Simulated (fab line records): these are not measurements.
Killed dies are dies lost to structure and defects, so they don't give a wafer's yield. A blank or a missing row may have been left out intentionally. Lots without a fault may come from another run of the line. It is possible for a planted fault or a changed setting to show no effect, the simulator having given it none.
A lot that was struck, set against a sound lot ; flow sky130 ; 15 out of 708 route steps
Sound: wafers L927.1, L927.3, L927.6. Struck: wafer L925.1; the same lot's L925.4 was not struck, so it is left out; see the end for the cause.
At each step with rows: each side's tool, then ch and its chambers, then its first start. Under that, the readings that differ: sound wafers ; struck wafers ; difference of the means ; sigmas: that difference in standard deviations of wafers without a fault.
alike: a reading whose means differ by less than 2 such deviations, as well as words and numbers matching on both sides. not compared: withheld readings; readings where some wafer has no value; bounds like >300 that might hide an equal value; numbers whose values overlap and for which the record gives no deviation.
A row with sigmas, a row that says differs or no value, or rows on one side alone: a step with any of these is where the two part. Numbers that don't overlap but have no deviation are shown without sigmas and don't part them. A reading missing from all wafers of one side parts the sides only when that side holds two or more wafers.

first, 8 steps without rows for these wafers: SKY_FIELD_ISO_DEHYDRATE_05 (time 60 s); SKY_FIELD_ISO_HMDS_06 (prime time 60 s); SKY_FIELD_ISO_COAT_07 (resist thk 60 nm); SKY_FIELD_ISO_COAT_08 (resist thk 450 nm); SKY_FIELD_ISO_SOFTBAKE_09 (time 90 s); SKY_FIELD_ISO_EXPOSE_10 (exposes mask FOM, target cd 150 nm); SKY_FIELD_ISO_PEB_11; SKY_FIELD_ISO_DEVELOP_12 (develop time 60 s).
SKY_FIELD_ISO_CD_MEAS_13: the cd target is 150 nm.
  sound: cd_sem-01 at day 5 02:53; struck: cd_sem-02 at day 4 17:32
  alike: cd_nm
SKY_FIELD_ISO_ETCH_14: etches BARC in N2/H2, stops on SiO2, time 45.9 s, target depth 60 nm.
  sound on rie_diel-04 ch 0,2,3, day 5 03:00; struck on rie_diel-02 ch 2, day 4 17:39
  alike: drypump_motor_current_A, oes_product_au, run_length_s, throttle_valve_pct
  not compared: rf_hours_counter_h
SKY_FIELD_ISO_ETCH_15: etches the open film in CHF3/O2, stops on Si, target depth 180 nm, time 72 s.
  sound on rie_diel-04 ch 0,2,3, day 5 03:03; struck on rie_diel-02 ch 2, day 4 17:42
  alike: chf3_flow_sccm, drypump_motor_current_A, oes_product_au, run_length_s, throttle_valve_pct
  not compared: rf_hours_counter_h
SKY_FIELD_ISO_STRIP_16: strips in O2/N2.
  sound on plasma_asher-02 ch 0,1, day 5 03:06; struck on plasma_asher-02 ch 1, day 4 17:45
  alike: drypump_motor_current_A, oes_product_au, strip_time_to_endpoint_s
  not compared: rf_hours_counter_h
SKY_FIELD_ISO_ETCH_17: etches Si in HBr/Cl2/O2, target depth 342 nm, time 97.7 s.
  sound on rie_si-02 ch 1,2,3, day 5 03:12; struck on rie_si-01 ch 2, day 4 17:51
reading;sound;struck;difference;sigmas
run_length_s (s);125.2 125.9 125.6;137.1;+11.5;+33
model.FIELD_ISO.feature_depth_nm (nm);344.2 338.9 340;387.3;+46.3;
model.etch.depth_nm (nm);344.2 338.9 340;387.3;+46.3;
  alike: drypump_motor_current_A, oes_product_au, throttle_valve_pct
  not compared: rf_hours_counter_h
then, 1 step without rows for these wafers: SKY_FIELD_ISO_WET_ETCH_18 (etches Si3N4 in H3PO4, target depth 25 nm, time 286 s).
-- a jump in the record: the struck wafers' starts before and after are 44 days apart (it breaks off in module FIELD_ISO and resumes in module PAD_OPEN, where the first step shown is number 708 of the route) --
SKY_PAD_OPEN_PROBE_99:
  sound: prober-01 at day 49 07:32; struck: prober-01 at day 48 16:46
reading;sound;struck;difference;sigmas
model.etest.res_p_drift_20v.line_ohm_um;1.173e+04 1.142e+04 1.15e+04;1.704e+04;+5.490e+03;
model.etest.res_p_drift_20v.rs_ohm_sq;9825 9441 9542;1.411e+04;+4.507e+03;
model.etest.pfet_16v.r_on_ohm_um;1.505e+04 1.487e+04 1.498e+04;1.839e+04;+3.423e+03;
model.etest.res_iso_pwell.rs_ohm_sq;2787 2686 2736;4846;+2110;
model.etest.res_iso_pwell.line_ohm_um;1044 1003 1018;1864;+842;
model.etest.nfet_16v.r_on_ohm_um;1.445e+04 1.454e+04 1.446e+04;1.463e+04;+1.467e+02;
model.etest.res_nwell.line_ohm_um;1070 1048 1049;1398;+342;
model.etest.res_nwell.rs_ohm_sq;887.4 875.7 876.3;1198;+318;
  alike: killed_at_M0_to_M3, killed_at_M4_up, killed_at_contacts, killed_at_front_end, killed_at_other, killed_dies, killed_open, killed_short

## WHERE THEY PART
Only at SKY_FIELD_ISO_ETCH_17, within this record. Later steps at which nothing parts them and some readings are alike: SKY_PAD_OPEN_PROBE_99.

WHY: the cause the simulator had injected
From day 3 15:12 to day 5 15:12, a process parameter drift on rie_si-01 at SKY_FIELD_ISO_ETCH_17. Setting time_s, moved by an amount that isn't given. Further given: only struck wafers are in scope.
